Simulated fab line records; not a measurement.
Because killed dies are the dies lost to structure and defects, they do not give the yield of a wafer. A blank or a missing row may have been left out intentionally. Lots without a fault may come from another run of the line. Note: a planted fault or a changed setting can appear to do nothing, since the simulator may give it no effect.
The tool behind it: which one? ; flow sky130 ; 7 lots, 21 wafers sampled, at 4 steps of a route of 708

WHAT EACH GAUGE READ, for each wafer
SKY_METAL2_CD_MEAS_15: the cd target is 140 nm.
lot;measured;on;cdNm (nm)
L278;day 35 17:32;cdSem-02;139.3 138.9 139.9
L279;day 38 08:02;cdSem-01;140.2 140.9 140.1
L290;day 39 12:26;cdSem-01;138.7 138.7 139.8
L292;day 40 13:01;cdSem-01;140.6 139.6 139.3
L294;day 41 15:55;cdSem-02;141.9 141.7 143.4
L295;day 41 16:04;cdSem-02;137.6 139.7 138.0
L299;day 42 13:58;cdSem-01;137.8 138.2 138.3

TOOL THAT RAN EACH LOT (tool first, then ch and the chambers of the sampled wafers, then the start)
lot;SKY_GATE_OXIDE_OXIDATION_01;SKY_METAL1_SPUTTER_02;SKY_METAL2_SPUTTER_01
L278;furnace-01 ch 0, day 13 01:34;pvdSputter-03, day 32 05:32;pvdSputter-03, day 34 15:07
L279;furnace-01 ch 0, day 15 17:49;pvdSputter-03, day 34 21:07;pvdSputter-01, day 37 05:56
L290;furnace-02 ch 0, day 17 07:42;pvdSputter-02, day 36 03:58;pvdSputter-03, day 38 11:10
L292;furnace-01 ch 0, day 17 14:55;pvdSputter-02, day 37 05:11;pvdSputter-01, day 39 11:53
L294;furnace-02 ch 0, day 19 13:34;pvdSputter-04, day 38 10:53;pvdSputter-02, day 40 15:34
L295;furnace-01 ch 0, day 20 02:53;pvdSputter-03, day 38 10:54;pvdSputter-03, day 40 15:50
L299;furnace-01 ch 0, day 20 17:31;pvdSputter-02, day 39 09:46;pvdSputter-02, day 41 14:07
- SKY_GATE_OXIDE_OXIDATION_01: stabilise 600 s, purge 300 s, target thk 10.268 nm.
- SKY_METAL1_SPUTTER_02: material AlCu, target thk 250 nm, time 13.86 s.
- SKY_METAL2_SPUTTER_01: material TiN, target thk 20 nm, time 16.7 s.

THE ANSWER, worked out from the rows above alone
Rule: the usual values come from the lots themselves. Put in order of their means at a reading, lots are off if they are a third of the lots or fewer, leave a main group of 4 or more, and stand apart from it by a gap of 3 or more times the standard deviation of the main group's means; of several such gaps the widest counts. The tables above print the reading to a certain number of digits; a main group whose means all agree to those digits is not used. A lot without any number at a reading at which 4 lots or more have one is off too. All remaining lots with rows at the step are treated as sound.
No lot is off on any of the readings shown, so nothing can be concluded from this.

WHAT THE SIMULATOR PUT IN
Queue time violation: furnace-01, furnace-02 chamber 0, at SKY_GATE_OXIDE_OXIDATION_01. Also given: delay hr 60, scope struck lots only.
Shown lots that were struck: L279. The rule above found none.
